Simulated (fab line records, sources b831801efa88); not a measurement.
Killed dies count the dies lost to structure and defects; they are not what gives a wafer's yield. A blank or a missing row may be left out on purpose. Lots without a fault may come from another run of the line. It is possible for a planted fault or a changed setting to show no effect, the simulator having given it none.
Struck lot and sound lot, side by side :: flow gf180mcu :: 11 out of 602 route steps
Sound: these wafers, L557.1, L557.3, L557.5. The struck wafers were L548.2, L548.4, L548.5. The cause is given at the end.
Each step with rows lists, per side, the tool, then ch with its chambers, then its first start. Under that, the readings that differ: sound wafers :: struck wafers :: difference of the means :: sigmas: that difference in standard deviations of wafers without a fault.
alike: words and numbers the same on both sides, and readings whose means are apart by under 2 such deviations; not compared: readings that were withheld, readings missing a value for some wafer, numbers with overlapping values and no deviation given by the record, and bounds like >300 which may hide the same value.
Wherever a step has rows on one side only, a row that says differs or no value, or a row with sigmas, the two part there. Numbers that have no deviation but don't overlap get no sigmas and don't part them. A reading missing from all wafers of one side parts the sides only when that side holds two or more wafers.

GF_STI_BOW_MEAS_00:
  sound on film-metro-01, day 4 03:00; struck on film-metro-04, day 2 06:01
  alike: INCOMING_BOW
then, 1 step without rows for these wafers: GF_STI_OXIDATION_01 (stabilise 600 s, purge 300 s, target thk 10 nm).
GF_STI_THK_MEAS_02:
  sound on film-metro-03, day 4 06:37; struck on film-metro-04, day 2 07:31
  alike: STI_OXIDATION_THK
then, 1 step without rows for these wafers: GF_STI_CVD_03 (deposits Si3N4 from DCS/NH3, target thk 207.16 nm, time 3551 s).
GF_STI_THK_MEAS_04:
  sound on film-metro-01, day 4 08:39; struck on film-metro-03, day 2 09:34
reading: STI_CVD_03_THK (nm)
sound: 208.5 210.1 210.7
struck: 202.0 203.1 205.2
difference: -6.3
sigmas: -3
then, 4 steps without rows for these wafers: GF_STI_DEHYDRATE_05 (time 60 s); GF_STI_HMDS_06 (prime time 60 s); GF_STI_COAT_07 (resist thk 700 nm); GF_STI_SOFTBAKE_08 (time 60 s).
GF_STI_EXPOSE_09: exposes mask COMP, target cd 220 nm.
  struck on krf-scanner-02, day 2 15:26; sound on krf-scanner-01 ch 0, day 4 15:44
  no value came back on the struck wafers for exposure-dose-mJ-cm2, focus-offset-nm (nm), na, stage-vel-mm-s (mm/s); on the sound wafers exposure-dose-mJ-cm2 reads 27.99 27.98 27.93
  alike: mask
then, 1 step without rows for these wafers: GF_STI_PEB_10 (peb time 90 s).

## WHERE THEY PART
At GF_STI_THK_MEAS_04 first; at GF_STI_EXPOSE_09 last (within this record only).

WHY: what the simulator had put in
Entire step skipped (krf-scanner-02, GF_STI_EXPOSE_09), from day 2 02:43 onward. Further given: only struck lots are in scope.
